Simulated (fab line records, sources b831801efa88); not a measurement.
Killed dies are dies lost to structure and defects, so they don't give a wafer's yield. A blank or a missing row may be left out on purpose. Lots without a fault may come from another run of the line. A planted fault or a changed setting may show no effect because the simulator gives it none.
Which tool did it? | flow sky130 | 14 lots, 42 wafers sampled, at 2 steps of a route of 708

WHAT THE GAUGES READ, wafer by wafer
The record holds no reading of a measuring or inspecting step that can be judged against a usual standard deviation.

WHICH TOOL RAN EACH LOT (tool, then ch and the chambers of the sampled wafers, then the start)
lot  | SKY_GATE_OXIDE_CLEAN_15         | SKY_PAD_OPEN_PROBE_99
L830 | wet_bench-04 ch 1, day 13 23:05 | -
L831 | wet_bench-01 ch 2, day 14 12:22 | -
L832 | wet_bench-04 ch 0, day 14 12:41 | -
L834 | wet_bench-04 ch 1, day 15 05:50 | -
L836 | wet_bench-01 ch 3, day 16 05:05 | -
L838 | wet_bench-04 ch 2, day 16 10:53 | -
L840 | wet_bench-01 ch 3, day 17 08:03 | -
L841 | wet_bench-01 ch 1, day 17 23:35 | prober-01, day 48 17:48
L842 | wet_bench-04 ch 1, day 18 01:17 | -
L843 | wet_bench-01 ch 2, day 18 10:22 | -
L844 | wet_bench-04 ch 0, day 18 16:37 | -
L851 | wet_bench-02 ch 1, day 21 02:58 | -
L852 | wet_bench-02 ch 2, day 21 18:37 | -
L853 | wet_bench-01 ch 2, day 22 02:31 | prober-01, day 50 23:40
- SKY_GATE_OXIDE_CLEAN_15: cleans in SC1/SC2, time 150 s.
- SKY_PAD_OPEN_PROBE_99

WHAT THE TOOLS THEMSELVES READ (means of the sampled wafers that have a number; where no wafer has one, the mark that the record gives instead)
SKY_GATE_OXIDE_CLEAN_15. Usual: bath_guard_temp_C 69.8 C, standard deviation 0.58; bath_heat_duty_pct 13.2 %, standard deviation 1.4; run_length_s 178 s, standard deviation 3.2.
lot  | tool         | bath_guard_temp_C (C) | bath_heat_duty_pct (%) | run_length_s (s) | flag
L830 | wet_bench-04 | 70.0                  | 15.1                   | 179              |
L831 | wet_bench-01 | 68.8                  | 12.2                   | 176              |
L832 | wet_bench-04 | 70.0                  | 13.6                   | 178              |
L834 | wet_bench-04 | 70.1                  | 15.2                   | 178              |
L836 | wet_bench-01 | 69.4                  | 11.9                   | 177              |
L838 | wet_bench-04 | 70.1                  | 14.0                   | 177              |
L840 | wet_bench-01 | 69.6                  | 12.0                   | 184              |
L841 | wet_bench-01 | 70.3                  | 16.3                   | 176              |
L842 | wet_bench-04 | 70.0                  | 14.3                   | 215              | OFF
L843 | wet_bench-01 | 68.8                  | 12.2                   | 176              |
L844 | wet_bench-04 | 70.0                  | 13.3                   | 208              | OFF
L851 | wet_bench-02 | 70.8                  | 12.4                   | 176              |
L852 | wet_bench-02 | 70.4                  | 13.8                   | 176              |
L853 | wet_bench-01 | 68.7                  | 12.2                   | 177              |

SKY_PAD_OPEN_PROBE_99. Usual: killed_at_M0_to_M3 43, standard deviation 6.6; killed_at_M4_up 3.4, standard deviation 1.8; killed_at_contacts 24, standard deviation 4.9; killed_at_front_end 15, standard deviation 4.1; killed_at_other 0.3, standard deviation 0.55; killed_dies 85, standard deviation 8.8; killed_open 46, standard deviation 6.1; killed_short 39, standard deviation 5.7.
lot  | tool      | killed_at_M0_to_M3 | killed_at_M4_up | killed_at_contacts | killed_at_front_end | killed_at_other | killed_dies | killed_open | killed_short | flag
L841 | prober-01 | 39                 | 5.0             | 35                 | 11                  | 0.0             | 90          | 42          | 48           |
L853 | prober-01 | 42                 | 3.0             | 26                 | 13                  | 0.3             | 85          | 48          | 36           |

THE ANSWER, worked out from the rows above alone
Rule: a lot is off if the mean of its wafers that have a number lies more than 3 standard deviations from the usual mean. A lot without any number at a reading at which 4 lots or more have one is off too. The other lots that the step has rows for count as sound. The gauges are gone through in route order, then the tools' own readings, and for those a lot's mean is taken as printed above. The first step at which some lot is off is used, and at that step the reading that is off furthest; a lot without a number counts as furthest.
Off: L842, L844, at SKY_GATE_OXIDE_CLEAN_15 (run_length_s).
A tool fits if, at that step or a process step before it, it ran every lot that is off, and no sound lot after the first of them. One fits: wet_bench-04 at SKY_GATE_OXIDE_CLEAN_15. Its last sound lot is L838 (day 16 10:53), its first lot that is off L842 (day 18 01:17): a fault that began between those two fits.
The tool's own readings at SKY_GATE_OXIDE_CLEAN_15 bear it out: on the lots that are off they differ by more than 5 times the standard deviation of the sound lots' means. run_length_s reads 212 s there against 178 s on the sound lots.

WHAT THE SIMULATOR HAD PUT IN
Process parameter drift: wet_bench-04, from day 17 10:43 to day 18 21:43, at SKY_GATE_OXIDE_CLEAN_15. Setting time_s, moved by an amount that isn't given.
Lots struck among those shown: L842, L844. The rule above found the same.
